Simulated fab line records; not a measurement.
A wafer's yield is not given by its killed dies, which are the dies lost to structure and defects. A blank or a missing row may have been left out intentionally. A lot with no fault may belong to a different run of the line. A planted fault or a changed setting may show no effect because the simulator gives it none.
8D (eight disciplines) problem report, filled in by code || flow sfqLine || the parts of the form that need people (team, actions taken, sign-off) are left out

1. WHAT IS WRONG
Wafers without a fault read 0.893 a.u., standard deviation 0.0086; oesProductAu at SFQ_TRILAYER_C5_ETCH_VIA_ETCH_154 reads a mean of 0.998 a.u. on 4 wafers belonging to 2 lots. That puts it +12 standard deviations away from the usual mean.
The step: etches SiO2 in CHF3, stops on Nb, target depth 84 nm.
Earliest sighting: wafer L652.2 on rieDiel-03 at day 71 15:51. The record has a number at this step for 42 wafers belonging to 14 lots. The rule behind "out" and "out of limits": a value lying over 4 standard deviations away from the usual mean. All remaining wafers that have a number are taken as sound.

2. WHAT IT IS, AND WHAT IT ISN'T
{"question": "which readings at this step", "is": "oesProductAu", "is not": "drypumpMotorCurrentA"}
{"question": "which lots", "is": "L652, L654", "is not": "L638, L639, L641, L642, L643, L645, L646, L647, L648, L649, L659, L661"}
{"question": "which wafers of those lots", "is": "L652.2, L652.3, L654.2, L654.3", "is not": "L652.6, L654.6"}
{"question": "read on which tools", "is": "rieDiel-01, rieDiel-03", "is not": "rieDiel-04"}
{"question": "when", "is": "from day 71 15:51", "is not": "up to then (31 sound wafers); but 7 sound wafers of L654, L659, L661 came after"}

3. THE SUSPECTS, EACH WITH WHAT RULES IT OUT
Counting: if a tool at a process step up to the reading ran every lot that is out, it stays a suspect. Sound lots after the first of them don't rule it out here, since some wafers of a struck lot are sound.
- pecvd-01 at SFQ_TRILAYER_A5C_DEP_PECVD_142 (deposits SiO2 from SiH4/N2O, time 15.556 s, target thk 70 nm): kept. Every lot that is out went through it, the first being L652 (day 67 19:02); the last sound lot it ran before that was L648 (day 60 02:19).
After counting, what remains is pecvd-01 at SFQ_TRILAYER_A5C_DEP_PECVD_142.

4. THE CAUSE (what the simulator had put in)
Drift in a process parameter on pecvd-01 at SFQ_TRILAYER_A5C_DEP_PECVD_142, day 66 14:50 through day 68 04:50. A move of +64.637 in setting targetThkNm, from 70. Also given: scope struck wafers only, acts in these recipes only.
After counting, this tool was the only one left.

5. SEQUENCE OF EFFECTS, ordered by route
Each row: a reading where the mean over the struck wafers with a number is more than 3 standard deviations away from the usual. Readings are gone through only where the record gives a usual standard deviation; hours: the median, over the lots, of the time from a lot's start at the first step in this table giving one to that lot's start at this step; sigmas: the change measured in usual standard deviations.
{"hours": 0, "step": "SFQ_TRILAYER_C5_ETCH_VIA_ETCH_154", "reading": "oesProductAu", "usual": "0.893 a.u.", "on struck wafers": 0.998, "change": "+0.105", "sigmas": "+12"}
Here are the process steps it includes:
- SFQ_TRILAYER_C5_ETCH_VIA_ETCH_154: etches SiO2 in CHF3, stops on Nb, target depth 84 nm.

6. WHAT WOULD HAVE CAUGHT IT SOONER
121 hours passed between the start of the fault at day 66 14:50 and the first reading out of limits in this record, taken at day 71 15:51.
No tool reading at SFQ_TRILAYER_A5C_DEP_PECVD_142 that has a usual standard deviation in the record was out on any struck wafer, so an alarm limit of 4 standard deviations on those readings would not have fired.
By day 71 15:51 the whole set of lots that are out, 2 in number, had already begun SFQ_TRILAYER_A5C_DEP_PECVD_142 on pecvd-01. Holding the tool at that point would not have protected any of them.
